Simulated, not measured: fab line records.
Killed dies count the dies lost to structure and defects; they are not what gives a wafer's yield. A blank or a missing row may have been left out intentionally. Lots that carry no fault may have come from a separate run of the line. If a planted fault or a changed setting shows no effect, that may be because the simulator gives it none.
Matching of chambers :: flow sky130 :: 4 sister chambers for SKY_SONOS_ONO_ETCH_15 on rie-diel-03
The step etches the open film in CHF3/O2, target depth 19.52 nm, time 7.8 s. 8 wafers are shown with their chamber, then 7 later ones without.

WAFERS, EACH WITH ITS CHAMBER
wafer: L542.1
chamber: 1
drypump-motor-current-A (A): 5.2
oes-product-au (a.u.): 0.988

wafer: L542.2
chamber: 0
drypump-motor-current-A (A): 6.7
oes-product-au (a.u.): 1.002

wafer: L547.2
chamber: 1
drypump-motor-current-A (A): 5.2
oes-product-au (a.u.): 1.010

wafer: L547.6
chamber: 2
drypump-motor-current-A (A): 5.6
oes-product-au (a.u.): 1.018

wafer: L549.5
chamber: 2
drypump-motor-current-A (A): 5.6
oes-product-au (a.u.): 1.013

wafer: L549.6
chamber: 3
drypump-motor-current-A (A): 6.2
oes-product-au (a.u.): 1.014

wafer: L552.1
chamber: 0
drypump-motor-current-A (A): 6.6
oes-product-au (a.u.): 1.004

wafer: L552.2
chamber: 3
drypump-motor-current-A (A): 6.2
oes-product-au (a.u.): 1.021

WAFERS WHOSE CHAMBER IS MISSING
wafer: L552.6
drypump-motor-current-A (A): 6.7
oes-product-au (a.u.): 1.013

wafer: L556.1
drypump-motor-current-A (A): 5.5
oes-product-au (a.u.): 1.015

wafer: L556.4
drypump-motor-current-A (A): 6.2
oes-product-au (a.u.): 1.015

wafer: L556.5
drypump-motor-current-A (A): 5.1
oes-product-au (a.u.): 1.015

wafer: L561.1
drypump-motor-current-A (A): 6.2
oes-product-au (a.u.): 1.024

wafer: L561.3
drypump-motor-current-A (A): 5.2
oes-product-au (a.u.): 1.011

wafer: L561.6
drypump-motor-current-A (A): 5.1
oes-product-au (a.u.): 1.011

WHICH CHAMBER EACH ONE RAN IN
wafer: L552.6
from the rows above: 0
in truth: 0

wafer: L556.1
from the rows above: 2
in truth: 2

wafer: L556.4
from the rows above: 3
in truth: 3

wafer: L556.5
from the rows above: 1
in truth: 1

wafer: L561.1
from the rows above: 3
in truth: 3

wafer: L561.3
from the rows above: 1
in truth: 1

wafer: L561.6
from the rows above: 1
in truth: 1
Correct placement for 7 of the 7. Number that these rows cannot place: 0. Wrongly placed: 0.
How it was worked out, from the rows above alone: a wafer's distance from a chamber is the root of the sum, over the readings, of the square of ((its reading less the chamber's mean) divided by the reading's scatter). If the next closest chamber is less than 2 further off than the closest, the wafer can't be placed; otherwise it belongs to the closest. The mean given for a chamber averages the wafers shown for that chamber. The scatter: the root of (the sum of the squares of (reading less its chamber's mean) over the shown wafers, divided by (wafers less chambers)).
